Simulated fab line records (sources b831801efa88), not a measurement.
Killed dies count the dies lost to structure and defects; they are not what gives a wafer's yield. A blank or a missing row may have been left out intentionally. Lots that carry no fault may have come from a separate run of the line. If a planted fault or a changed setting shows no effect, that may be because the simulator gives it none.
fab line records    flow sky130
record lots=12  wafers=36  lastDay=50
route steps=708 shown FIELD_ISO@25 PWDE@52 VT_ADJUST_HVTP@95 GATE_OXIDE@197
lots with no fault: from the same line, run without faults
startH: the number of hours between the record's first day and the start of the first shown wafer of the lot    waitH: hours since the lot's step before    " identical to the entry in the row above    L1.1+2: a row that stands for several wafers    - no value, or no start was given    * or withheld: withheld    < > ~ a bound
route shown NAME@n: a module of which the file shows steps, and the number in the route of the first    usual: mean/standard deviation of fault-free wafers    same: alike in all rows    chamber/n: place in a boat    sites: each site's reading    _std_site: their standard deviation    _edge_site: the outer-site mean with the inner-site mean subtracted    radiusMm: how far each site lies from the wafer's centre    mask NAME#n: copy n    behind: the last tool/chamber to shape the wafer    hold: what put the lot on hold/how long, in hours/how the hold closed    device: which transistor (n, p or np) failed to switch    end of line: at the end of the route, the tests of the same wafers    a step with no rows: only its recipe    killed: dies lost to structure and defects at the first sort, not the wafer's yield    map: the dies of a wafer, with x for killed, . for not killed, _ for no die there
set.NAME: the setting as run; set.NAME@STEP: as run at that earlier step    model.NAME: the simulator's own value behind a step, which no gauge read
a sample of lots followed through the steps of the route, with each step as a table and each wafer as a row
services: a tool's chamber out of use, with start hour (startH, from the record's first day; less than 0 if before it), hours out, and reason
## steps
# step SKY_FIELD_ISO_CVD_24
# recipe material=SiO2  targetThkNm=595  tempC=650  sigmaOpenFrac=0.3  timeS=99.2  sih4FlowSccm=60  pressureMtorr=6
# usual sih4FlowSccm=60.01/0.17
lot.wafer  tool       chamber  startH  waitH  sih4FlowSccm
L391.1     hdpcvd-01  0        35.85   0.1    60.30
L391.3     "          2        "       "      60.16
L391.4     "          1        "       "      60.00
L392.3     hdpcvd-02  0        40.73   0.0    60.10
L392.4     "          1        "       "      59.48
L392.6     "          0        "       "      60.13
L394.2     hdpcvd-01  0        53.24   0.0    60.00
L394.3     "          1        "       "      59.95
L394.4     "          2        "       "      60.17
L396.2     hdpcvd-02  0        62.12   0.0    59.90
L396.4     "          1        "       "      60.04
L396.6     "          2        "       "      60.09
L402.3     hdpcvd-01  1        94.31   0.0    59.93
L402.4     "          0        "       "      60.01
L402.6     "          2        "       "      60.10
L403.2     hdpcvd-01  1        99.88   0.0    60.45
L403.3     "          0        "       "      60.01
L403.4     "          2        "       "      59.75
L404.1     hdpcvd-02  2        105.39  0.1    59.74
L404.4     "          2        "       "      59.93
L404.5     "          0        "       "      60.06
L405.3     hdpcvd-02  1        110.79  0.0    59.84
L405.5     "          1        "       "      60.02
L405.6     "          0        "       "      60.03
L406.1     hdpcvd-02  1        116.86  0.1    59.88
L406.2     "          0        "       "      59.97
L406.4     "          2        "       "      59.94
L409.1     hdpcvd-02  2        133.10  0.1    59.67
L409.4     "          2        "       "      59.98
L409.6     "          1        "       "      60.19
L412.2     hdpcvd-02  0        149.99  0.0    59.92
L412.3     "          1        "       "      59.82
L412.6     "          1        "       "      59.97
L413.1     hdpcvd-02  0        152.87  0.1    59.96
L413.2     "          1        "       "      59.92
L413.3     "          2        "       "      60.07
# step SKY_FIELD_ISO_THK_MEAS_25
# recipe reads=SiO2_of_FIELD_ISO_CVD_24
# usual FIELD_ISO_CVD_24_THK=595/5.7
lot.wafer  tool          chamber  startH  waitH  FIELD_ISO_CVD_24_THK[nm]
L391.1     filmMetro-04  -        35.92   0.0    592
L391.3     "             -        "       "      596
L391.4     "             -        "       "      599
L392.3     filmMetro-01  -        40.82   0.1    596
L392.4     "             -        "       "      605
L392.6     "             -        "       "      594
L394.2     filmMetro-01  -        53.32   0.0    598
L394.3     "             -        "       "      600
L394.4     "             -        "       "      593
L396.2     filmMetro-02  -        62.20   0.0    586
L396.4     "             -        "       "      596
L396.6     "             -        "       "      583
L402.3     filmMetro-02  -        94.40   0.1    590
L402.4     "             -        "       "      706
L402.6     "             -        "       "      596
L403.2     filmMetro-04  -        99.96   0.0    705
L403.3     "             -        "       "      596
L403.4     "             -        "       "      712
L404.1     filmMetro-04  -        105.47  0.0    592
L404.4     "             -        "       "      588
L404.5     "             -        "       "      591
L405.3     filmMetro-02  -        110.88  0.1    598
L405.5     "             -        "       "      590
L405.6     "             -        "       "      593
L406.1     filmMetro-02  -        116.93  0.0    612
L406.2     "             -        "       "      605
L406.4     "             -        "       "      608
L409.1     filmMetro-02  -        133.17  0.0    593
L409.4     "             -        "       "      594
L409.6     "             -        "       "      595
L412.2     filmMetro-02  -        150.13  0.1    584
L412.3     "             -        "       "      587
L412.6     "             -        "       "      593
L413.1     filmMetro-04  -        152.94  0.0    595
L413.2     "             -        "       "      590
L413.3     "             -        "       "      589
# step SKY_FIELD_ISO_CMP_27
# recipe stopOn=Si3N4  tOverpolishS=16  downForcePsi=4  platenRpm=60  targetThkNm=457.8  padVelocityMS=0.94248
# usual motorCurrentA=12.4/1.6  timeToEndpointS=111/3.6
lot.wafer  tool    chamber  startH  waitH  motorCurrentA  timeToEndpointS
L391.3     cmp-01  3        38.69   0.0    14.5           116
L391.4     "       1        "       "      14.5           113
L391.1     "       2        "       "      13.5           119
L392.3     cmp-02  3        43.68   0.0    10.8           107
L392.4     "       1        "       "      11.6           112
L392.6     "       0        "       "      10.5           105
L394.3     cmp-02  1        55.01   0.0    12.8           115
L394.4     "       2        "       "      11.6           113
L394.2     "       3        "       "      11.5           114
L396.4     cmp-02  3        65.06   0.0    11.3           115
L396.2     "       0        "       "      10.5           109
L396.6     "       3        "       "      10.9           110
L402.4     cmp-01  3        96.04   0.1    14.9           131
L402.3     "       0        "       "      11.3           106
L402.6     "       2        "       "      13.9           111
L403.3     cmp-02  0        101.58  0.0    10.9           105
L403.4     "       1        "       "      12.2           129
L403.2     "       3        "       "      11.1           131
L404.1     cmp-02  0        108.35  0.0    10.8           106
L404.4     "       3        "       "      11.0           114
L404.5     "       1        "       "      12.0           113
L405.3     cmp-01  2        113.89  0.1    14.2           113
L405.5     "       3        "       "      15.1           107
L405.6     "       0        "       "      11.7           109
L406.4     cmp-02  0        123.91  0.1    11.2           104
L406.1     "       1        "       "      12.3           112
L406.2     "       2        "       "      11.3           110
L409.4     cmp-01  1        139.92  0.1    13.8           108
L409.1     "       3        "       "      14.3           113
L409.6     "       0        "       "      11.8           114
L412.2     cmp-01  0        152.56  0.1    11.4           111
L412.3     "       1        "       "      14.8           110
L412.6     "       2        "       "      14.3           113
L413.1     cmp-02  0        154.55  0.1    10.3           109
L413.3     "       1        "       "      11.9           108
L413.2     "       2        "       "      11.3           111
# step SKY_PWDE_OVL_MEAS_07
# usual PWDE_OVL=-0.7/1.3
lot.wafer  tool        chamber  startH  waitH  PWDE_OVL[nm]
L391.1     overlay-01  -        72.95   -      -0.4
L391.3     "           -        "       "      0.0
L391.4     "           -        "       "      0.0
L392.3     overlay-02  -        77.96   -      0.3
L392.4     "           -        "       "      1.7
L392.6     "           -        "       "      -2.4
L394.2     overlay-01  -        91.11   -      -0.7
L394.3     "           -        "       "      -0.4
L394.4     "           -        "       "      -1.6
L396.2     overlay-02  -        102.01  -      0.0
L396.4     "           -        "       "      -0.9
L396.6     "           -        "       "      -2.5
L402.3     overlay-02  -        134.51  -      -0.6
L402.4     "           -        "       "      -2.7
L402.6     "           -        "       "      0.2
L403.2     overlay-01  -        140.65  -      -0.6
L403.3     "           -        "       "      -0.5
L403.4     "           -        "       "      -1.0
L404.1     overlay-02  -        148.78  -      -1.3
L404.4     "           -        "       "      0.1
L404.5     "           -        "       "      0.5
L405.3     overlay-02  -        154.56  -      -1.9
L405.5     "           -        "       "      -0.3
L405.6     "           -        "       "      -0.1
L406.1     overlay-01  -        167.65  -      -0.8
L406.2     "           -        "       "      0.2
L406.4     "           -        "       "      -1.3
L409.1     overlay-01  -        183.75  -      1.4
L409.4     "           -        "       "      -0.7
L409.6     "           -        "       "      -0.3
L412.2     overlay-01  -        197.71  -      -2.3
L412.3     "           -        "       "      -1.1
L412.6     "           -        "       "      -2.6
L413.1     overlay-01  -        199.68  -      0.6
L413.2     "           -        "       "      2.6
L413.3     "           -        "       "      -0.2
# step SKY_VT_ADJUST_HVTP_STRIP_10
# recipe chemistry=O2/N2  powerW=1400  pressureMtorr=1500  platenTempC=withheld  o2FlowSccm=3000  n2FlowSccm=300  overashFraction=0.5
# usual drypumpMotorCurrentA=5.6/0.51  oesProductAu=0.716/0.0047  stripTimeToEndpointS=14.20/0.038
lot.wafer  tool            chamber  startH  waitH  drypumpMotorCurrentA  oesProductAu  rfHoursCounterH  stripTimeToEndpointS
L391.1     plasmaAsher-01  1        127.95  0.1    6.4                   0.718         45               14.21
L391.3     "               1        "       "      6.4                   0.718         -                14.19
L391.4     "               0        "       "      4.9                   0.720         -                14.22
L392.3     plasmaAsher-03  0        132.59  0.1    5.6                   0.718         -                14.22
L392.4     "               1        "       "      5.9                   0.721         -                14.22
L392.6     "               1        "       "      5.9                   0.716         -                14.22
L394.2     plasmaAsher-02  0        146.41  0.1    5.1                   0.721         3                14.17
L394.3     "               0        "       "      5.1                   0.720         -                14.14
L394.4     "               1        "       "      5.7                   0.711         -                14.15
L396.2     plasmaAsher-01  0        158.75  0.1    4.9                   0.709         48               14.23
L396.4     "               0        "       "      4.9                   0.728         -                14.17
L396.6     "               0        "       "      5.0                   0.715         -                14.22
L402.3     plasmaAsher-01  1        195.23  0.1    6.3                   0.706         -                14.12
L402.4     "               0        "       "      5.0                   0.714         -                14.16
L402.6     "               1        "       "      6.3                   0.723         -                14.14
L403.2     plasmaAsher-03  0        203.15  0.1    5.6                   0.714         52               14.20
L403.3     "               1        "       "      5.8                   0.720         -                14.24
L403.4     "               0        "       "      5.6                   0.711         -                14.18
L404.1     plasmaAsher-02  1        213.00  0.1    5.8                   0.719         9                14.20
L404.4     "               0        "       "      5.1                   0.719         -                14.16
L404.5     "               1        "       "      5.8                   0.713         -                14.19
L405.3     plasmaAsher-01  0        220.04  0.1    4.9                   0.721         -                14.24
L405.5     "               1        "       "      6.3                   0.709         -                14.29
L405.6     "               0        "       "      4.9                   0.712         -                14.27
L406.1     plasmaAsher-02  0        234.31  0.1    5.1                   0.713         11               14.24
L406.2     "               1        "       "      5.8                   0.718         11               14.26
L406.4     "               1        "       "      5.8                   0.708         -                14.22
L409.1     plasmaAsher-01  0        252.51  0.1    4.9                   0.710         57               14.30
L409.4     "               0        "       "      4.9                   0.716         -                14.24
L409.6     "               0        "       "      5.0                   0.710         -                14.23
L412.2     plasmaAsher-02  0        268.00  0.1    5.1                   0.719         14               14.23
L412.3     "               1        "       "      5.8                   0.710         -                14.14
L412.6     "               0        "       "      5.1                   0.721         -                14.18
L413.1     plasmaAsher-02  0        270.35  0.1    5.1                   0.712         14               14.23
L413.2     "               1        "       "      5.7                   0.713         14               14.25
L413.3     "               1        "       "      5.8                   0.716         -                14.25
# step SKY_GATE_OXIDE_OVL_MEAS_10
# usual GATE_OXIDE_OVL=-0.6/1.2
lot.wafer  tool        chamber  startH  waitH  GATE_OXIDE_OVL[nm]
L391.1     overlay-01  -        309.13  0.1    0.9
L391.3     "           -        "       "      -0.1
L391.4     "           -        "       "      -0.7
L392.3     overlay-02  -        359.14  0.1    -0.4
L392.4     "           -        "       "      -0.4
L392.6     "           -        "       "      0.2
L394.2     overlay-02  -        362.60  0.1    -2.0
L394.3     "           -        "       "      -2.8
L394.4     "           -        "       "      -0.8
L396.2     overlay-01  -        363.85  0.1    -1.1
L396.4     "           -        "       "      -0.8
L396.6     "           -        "       "      0.1
L402.3     overlay-02  -        400.24  0.1    0.9
L402.4     "           -        "       "      -0.8
L402.6     "           -        "       "      0.4
L403.2     overlay-01  -        410.94  0.1    -0.8
L403.3     "           -        "       "      1.1
L403.4     "           -        "       "      -0.4
L404.1     overlay-01  -        421.47  0.1    -0.9
L404.4     "           -        "       "      -0.6
L404.5     "           -        "       "      -1.8
L405.3     overlay-01  -        435.14  0.1    -0.1
L405.5     "           -        "       "      -1.9
L405.6     "           -        "       "      0.4
L406.1     overlay-02  -        450.87  0.1    -1.9
L406.2     "           -        "       "      -1.0
L406.4     "           -        "       "      -3.8
L409.1     overlay-01  -        479.12  0.1    -0.7
L409.4     "           -        "       "      1.6
L409.6     "           -        "       "      -1.1
L412.2     overlay-01  -        497.39  0.1    -0.5
L412.3     "           -        "       "      -1.2
L412.6     "           -        "       "      0.5
L413.1     overlay-02  -        498.19  0.1    1.3
L413.2     "           -        "       "      1.5
L413.3     "           -        "       "      1.7
## services
tool            chamber  startH  hours  kind
plasmaAsher-02  -        23.45   2.3    repair
hdpcvd-02       -        42.07   1.1    repair
cmp-01          -        43.62   2.8    repair
cmp-02          -        45.97   0.3    repair
cmp-01          -        46.46   4.1    pm
cmp-01          -        64.00   4.0    pm
hdpcvd-01       -        66.75   15.0   pm
cmp-01          -        74.37   4.3    repair
cmp-02          -        79.19   5.4    pm
hdpcvd-02       -        101.81  2.8    pm
plasmaAsher-02  -        108.75  9.0    pm
hdpcvd-01       -        141.61  0.8    repair
plasmaAsher-02  -        147.14  2.0    repair
cmp-02          -        166.94  2.9    repair
hdpcvd-02       -        172.14  5.5    pm
cmp-01          -        174.64  15.6   pm
hdpcvd-02       -        205.96  6.0    pm
cmp-02          -        216.64  0.6    repair
cmp-02          -        232.08  7.0    pm
cmp-01          -        233.72  1.5    repair
cmp-02          -        239.06  4.0    pm
cmp-02          -        243.72  4.4    repair
cmp-02          -        244.37  14.6   repair
cmp-02          -        244.42  2.7    repair
## key
firstSign step=SKY_FIELD_ISO_THK_MEAS_25  reading=FIELD_ISO_CVD_24_THK  direction=up  sigmas=20  usual=595  struck=707
effect step=SKY_FIELD_ISO_CMP_27  reading=timeToEndpointS  direction=up  sigmas=5.3  usual=*  struck=*
metAt SKY_FIELD_ISO_CVD_24
struckLots L402,L403
struckWafers L402.4,L403.2,L403.4
testerLeftOut L402,L403
notActingAt SKY_PWDE_OVL_MEAS_07,SKY_VT_ADJUST_HVTP_STRIP_10,SKY_GATE_OXIDE_OVL_MEAS_10
onsetBetween 53.24 94.31
fault kind=processParameterDrift  tool=hdpcvd-01  chamber=-  onsetH=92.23  steps=SKY_FIELD_ISO_CVD_24  channel=targetThkNm  offset=115.08  shape=step  endH=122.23  scope=struckWafersOnly  actsIn=theseRecipesOnly  stated=595
# testerLeftOut: of these lots the tester's yield and bins aren't shown, on N5 and GAA mostly nor the transistor test; their killed dies are dies lost to structure and defects alone, not to doping, threshold or leakage, so they don't give the yield
